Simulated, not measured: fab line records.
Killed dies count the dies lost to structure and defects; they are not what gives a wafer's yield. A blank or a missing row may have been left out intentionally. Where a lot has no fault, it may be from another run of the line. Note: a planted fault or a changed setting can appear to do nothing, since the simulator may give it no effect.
The tool behind it: which one? -- flow sky130 -- 10 lots with 30 wafers sampled at 2 steps, on a route of 708 steps

== WHAT THE GAUGES SHOWED, per wafer ==
SKY_METAL3_CD_MEAS_13 targets a cd of 300 nm. Usual: cdNm 299.7 nm, standard deviation 1.4.
lot,measured,on,cdNm (nm),flag
L356,day 39 00:57,cdSem-01,297.1 297.3 297.5,
L355,day 39 02:20,cdSem-02,298.7 297.9 298.7,
L357,day 39 06:49,cdSem-02,300.4 299.7 300.0,
L359,day 39 12:34,cdSem-01,299.3 300.6 299.3,
L363,day 41 07:31,cdSem-02,297.3 297.5 299.5,
L370,day 42 22:20,cdSem-02,300.9 301.5 301.0,
L374,day 44 00:28,cdSem-02,300.5 300.1 301.0,
L376,day 44 09:51,cdSem-02,299.4 300.5 300.3,
L377,day 44 20:06,cdSem-02,302.6 302.6 299.8,
L378,day 44 23:50,cdSem-02,298.7 299.1 299.7,

== EACH LOT AND THE TOOL THAT RAN IT (in order: tool; ch and the chambers of the sampled wafers; start) ==
lot,SKY_CAPM_STRIP_14
L356,"plasmaAsher-04 ch 0,1, day 38 00:07"
L355,"plasmaAsher-04 ch 0,1, day 38 01:15"
L357,"plasmaAsher-04 ch 0,1, day 38 06:12"
L359,"plasmaAsher-04 ch 0,1, day 38 12:23"
L363,"plasmaAsher-04 ch 0,1, day 40 07:10"
L370,"plasmaAsher-02 ch 0, day 42 00:10"
L374,"plasmaAsher-02 ch 0,1, day 43 01:48"
L376,"plasmaAsher-02 ch 0, day 43 11:18"
L377,"plasmaAsher-01 ch 0,1, day 43 20:52"
L378,"plasmaAsher-04 ch 0,1, day 44 00:51"
- SKY_CAPM_STRIP_14: strips in O2/N2.

== AS READ BY THE TOOLS THEMSELVES (means over the sampled wafers that have a number; for cases with no such wafer, the mark the record gives instead) ==
SKY_CAPM_STRIP_14. Usual: drypumpMotorCurrentA 5.5 A, standard deviation 0.39; oesProductAu 0.710 a.u., standard deviation 0.0047; stripTimeToEndpointS 12.65 s, standard deviation 0.056.
lot,tool,drypumpMotorCurrentA (A),oesProductAu (a.u.),stripTimeToEndpointS (s),flag
L356,plasmaAsher-04,5.5,0.710,12.58,
L355,plasmaAsher-04,5.4,0.709,12.63,
L357,plasmaAsher-04,5.5,0.712,12.62,
L359,plasmaAsher-04,5.4,0.711,12.60,
L363,plasmaAsher-04,5.4,0.705,12.63,
L370,plasmaAsher-02,6.1,0.710,12.70,
L374,plasmaAsher-02,5.9,0.712,12.66,
L376,plasmaAsher-02,6.1,0.712,12.73,
L377,plasmaAsher-01,5.1,0.710,12.69,
L378,plasmaAsher-04,5.4,0.702,12.66,

== THE ANSWER, worked out from the rows above alone ==
Rule: take the mean of a lot's wafers that have a number; if it is more than 3 standard deviations from the usual mean, the lot is off. Also off: a lot with no number at a reading for which 4 or more lots have one. The other lots that the step has rows for count as sound. Order of review: gauges by route order, followed by the tools' own readings, for which a lot's mean as printed above is used. The first step at which some lot is off is used, and at that step the reading that is off furthest; a lot without a number counts as furthest.
None of the lots is off at any reading shown; this tells nothing.

== WHAT THE SIMULATOR PUT IN ==
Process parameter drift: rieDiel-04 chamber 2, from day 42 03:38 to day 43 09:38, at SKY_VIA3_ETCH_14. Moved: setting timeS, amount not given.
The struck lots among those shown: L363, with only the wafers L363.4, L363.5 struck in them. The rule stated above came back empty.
